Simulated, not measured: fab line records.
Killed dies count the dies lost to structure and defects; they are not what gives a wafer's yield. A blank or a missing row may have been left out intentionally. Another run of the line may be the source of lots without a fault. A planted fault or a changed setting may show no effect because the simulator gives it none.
Which of the tools did it? + flow gf180mcu + Sampling: 12 lots, 36 wafers, 4 of 602 route steps

== WHAT EACH GAUGE READ, for each wafer ==
Not one reading of a measure or inspect step in the record can be checked against a usual standard deviation.

== EACH LOT AND THE TOOL THAT RAN IT (in order: tool; ch and the chambers of the sampled wafers; start) ==
| lot  | GF_V2_ETCH_16                     | GF_M3_SPUTTER_00            | GF_V3_STRIP_18                      | GF_M4_SPUTTER_00            |
|------|-----------------------------------|-----------------------------|-------------------------------------|-----------------------------|
| L332 | rieDiel-04 ch 0,1,3, day 20 22:46 | pvdSputter-03, day 21 00:16 | plasmaAsher-03 ch 0,1, day 23 00:53 | pvdSputter-01, day 23 02:07 |
| L335 | rieDiel-01 ch 1,3, day 22 00:10   | pvdSputter-01, day 22 01:31 | plasmaAsher-04 ch 0,1, day 24 00:46 | pvdSputter-01, day 24 02:00 |
| L336 | rieDiel-02 ch 0,1,2, day 22 02:09 | pvdSputter-01, day 22 03:34 | plasmaAsher-01 ch 0,1, day 24 02:49 | pvdSputter-02, day 24 04:01 |
| L339 | rieDiel-02 ch 0,1,3, day 23 09:25 | pvdSputter-01, day 23 10:46 | plasmaAsher-03 ch 0,1, day 25 08:04 | pvdSputter-01, day 25 09:26 |
| L340 | rieDiel-04 ch 2,3, day 23 11:51   | pvdSputter-01, day 23 13:13 | plasmaAsher-04 ch 0,1, day 25 10:56 | pvdSputter-01, day 25 12:10 |
| L341 | rieDiel-01 ch 2,3, day 23 22:45   | pvdSputter-03, day 24 00:07 | plasmaAsher-04 ch 0,1, day 25 21:43 | pvdSputter-02, day 25 22:57 |
| L342 | rieDiel-01 ch 0,2,3, day 24 03:21 | pvdSputter-04, day 24 04:43 | plasmaAsher-01 ch 1, day 26 02:32   | pvdSputter-01, day 26 03:47 |
| L350 | rieDiel-02 ch 0,2, day 26 19:03   | pvdSputter-01, day 26 20:25 | plasmaAsher-01 ch 0, day 28 13:47   | pvdSputter-02, day 28 15:01 |
| L351 | rieDiel-02 ch 0,1,3, day 27 00:24 | pvdSputter-03, day 27 01:46 | plasmaAsher-03 ch 0,1, day 28 19:04 | pvdSputter-01, day 28 20:17 |
| L352 | rieDiel-04 ch 0,1,3, day 27 10:48 | pvdSputter-04, day 27 12:24 | plasmaAsher-03 ch 0,1, day 29 05:34 | pvdSputter-02, day 29 06:48 |
| L353 | rieDiel-02 ch 0,2,3, day 27 19:43 | pvdSputter-03, day 27 21:29 | plasmaAsher-04 ch 0,1, day 29 14:31 | pvdSputter-02, day 29 15:44 |
| L354 | rieDiel-02 ch 0,3, day 28 00:09   | pvdSputter-03, day 28 01:31 | plasmaAsher-01 ch 0,1, day 29 17:46 | pvdSputter-03, day 29 18:58 |
- GF_V2_ETCH_16: etches BARC in N2/H2.
- GF_M3_SPUTTER_00: material Ti, target thk 37.5 nm, time 150 s.
- GF_V3_STRIP_18: strips in O2/N2.
- GF_M4_SPUTTER_00: material Ti, target thk 37.5 nm, time 150 s.

== AS READ BY THE TOOLS THEMSELVES (means over the sampled wafers that have a number; for cases with no such wafer, the mark the record gives instead) ==
GF_V2_ETCH_16.
| lot  | tool       | drypumpMotorCurrentA (A) | h2FlowSccm (sccm) | oesProductAu (a.u.) | throttleValvePct (%) |
|------|------------|--------------------------|-------------------|---------------------|----------------------|
| L332 | rieDiel-04 | 5.6                      | 200.0             | 0.858               | 13.211               |
| L335 | rieDiel-01 | 5.4                      | 199.6             | 0.859               | 13.225               |
| L336 | rieDiel-02 | 5.7                      | 200.5             | 0.856               | 13.221               |
| L339 | rieDiel-02 | 5.8                      | 199.5             | 0.853               | 13.227               |
| L340 | rieDiel-04 | 5.5                      | 200.4             | 0.856               | 13.222               |
| L341 | rieDiel-01 | 6.0                      | 200.1             | 0.858               | 13.225               |
| L342 | rieDiel-01 | 6.0                      | 199.6             | 0.858               | 13.216               |
| L350 | rieDiel-02 | 5.4                      | 200.1             | 0.857               | 13.229               |
| L351 | rieDiel-02 | 5.8                      | 200.0             | 0.852               | 13.222               |
| L352 | rieDiel-04 | 5.5                      | 200.5             | 0.859               | 13.224               |
| L353 | rieDiel-02 | 5.6                      | 199.7             | 0.853               | 13.218               |
| L354 | rieDiel-02 | 5.5                      | 200.3             | 0.854               | 13.225               |

GF_M3_SPUTTER_00.
| lot  | tool          | cathodeDcPowerW (W) | chamberPressurePa (Pa) | throttleValvePct (%) |
|------|---------------|---------------------|------------------------|----------------------|
| L332 | pvdSputter-03 | 4000.2              | 1.999                  | 30.1                 |
| L335 | pvdSputter-01 | 3999.5              | 2.004                  | 29.8                 |
| L336 | pvdSputter-01 | 4000.4              | 1.997                  | 29.9                 |
| L339 | pvdSputter-01 | 3999.6              | 1.999                  | 29.5                 |
| L340 | pvdSputter-01 | 3999.5              | 2.002                  | 29.5                 |
| L341 | pvdSputter-03 | 4000.6              | 2.006                  | 29.8                 |
| L342 | pvdSputter-04 | 3999.8              | 1.999                  | 30.2                 |
| L350 | pvdSputter-01 | 4000.2              | 2.003                  | 29.9                 |
| L351 | pvdSputter-03 | 4000.0              | 2.003                  | 30.8                 |
| L352 | pvdSputter-04 | 4000.8              | 1.997                  | 30.0                 |
| L353 | pvdSputter-03 | 4000.4              | 1.996                  | 30.4                 |
| L354 | pvdSputter-03 | 4000.1              | 2.000                  | 30.6                 |

GF_V3_STRIP_18.
| lot  | tool           | drypumpMotorCurrentA (A) | heaterPowerW (W) | oesProductAu (a.u.) |
|------|----------------|--------------------------|------------------|---------------------|
| L332 | plasmaAsher-03 | 5.8                      | 330              | 0.596               |
| L335 | plasmaAsher-04 | 6.4                      | 333              | 0.596               |
| L336 | plasmaAsher-01 | 5.5                      | 326              | 0.591               |
| L339 | plasmaAsher-03 | 5.8                      | 328              | 0.597               |
| L340 | plasmaAsher-04 | 6.1                      | 325              | 0.596               |
| L341 | plasmaAsher-04 | 6.2                      | 328              | 0.595               |
| L342 | plasmaAsher-01 | 5.4                      | 335              | 0.594               |
| L350 | plasmaAsher-01 | 5.5                      | 322              | 0.596               |
| L351 | plasmaAsher-03 | 5.9                      | 316              | 0.598               |
| L352 | plasmaAsher-03 | 5.8                      | 327              | 0.589               |
| L353 | plasmaAsher-04 | 6.4                      | 334              | 0.592               |
| L354 | plasmaAsher-01 | 5.4                      | 329              | 0.594               |

GF_M4_SPUTTER_00.
| lot  | tool          | cathodeDcPowerW (W) | chamberPressurePa (Pa) | throttleValvePct (%) |
|------|---------------|---------------------|------------------------|----------------------|
| L332 | pvdSputter-01 | 4000.1              | 2.000                  | 30.0                 |
| L335 | pvdSputter-01 | 4000.1              | 2.000                  | 29.5                 |
| L336 | pvdSputter-02 | 3999.4              | 2.001                  | 29.9                 |
| L339 | pvdSputter-01 | 4001.0              | 1.998                  | 29.6                 |
| L340 | pvdSputter-01 | -                   | -                      | -                    |
| L341 | pvdSputter-02 | -                   | -                      | -                    |
| L342 | pvdSputter-01 | -                   | -                      | -                    |
| L350 | pvdSputter-02 | 3999.5              | 2.002                  | 28.3                 |
| L351 | pvdSputter-01 | 4000.2              | 1.998                  | 30.0                 |
| L352 | pvdSputter-02 | 3999.7              | 2.002                  | 29.9                 |
| L353 | pvdSputter-02 | 4000.0              | 1.998                  | 28.3                 |
| L354 | pvdSputter-03 | 4000.2              | 2.001                  | 30.8                 |

== THE ANSWER, worked out from the rows above alone ==
Rule: the lots themselves supply what counts as usual. Put in order of their means at a reading, lots are off if they are a third of the lots or fewer, leave a main group of 4 or more, and stand apart from it by a gap of 3 or more times the standard deviation of the main group's means; of several such gaps the widest counts. A main group is skipped when, at the precision printed for the reading in the tables above, its means are all equal. A lot without any number at a reading at which 4 lots or more have one is off too. The other lots that the step has rows for count as sound. First the gauges in route order, then the tools' own readings, where a lot's mean is used as printed above. At the first step where some lot is off, the reading lying furthest off is the one used; lots without a number count as furthest.
Off: L340, L341, L342, at GF_M4_SPUTTER_00 (cathodeDcPowerW). Without a number there: L340, L341, L342. Main group: mean 4000.0 W, sd 0.45.
If a tool, at that step or one of the process steps before it, ran each lot that is off and ran no sound lot following the first of them, it fits. Of those tried, none fits.

== WHAT WAS PUT IN BY THE SIMULATOR ==
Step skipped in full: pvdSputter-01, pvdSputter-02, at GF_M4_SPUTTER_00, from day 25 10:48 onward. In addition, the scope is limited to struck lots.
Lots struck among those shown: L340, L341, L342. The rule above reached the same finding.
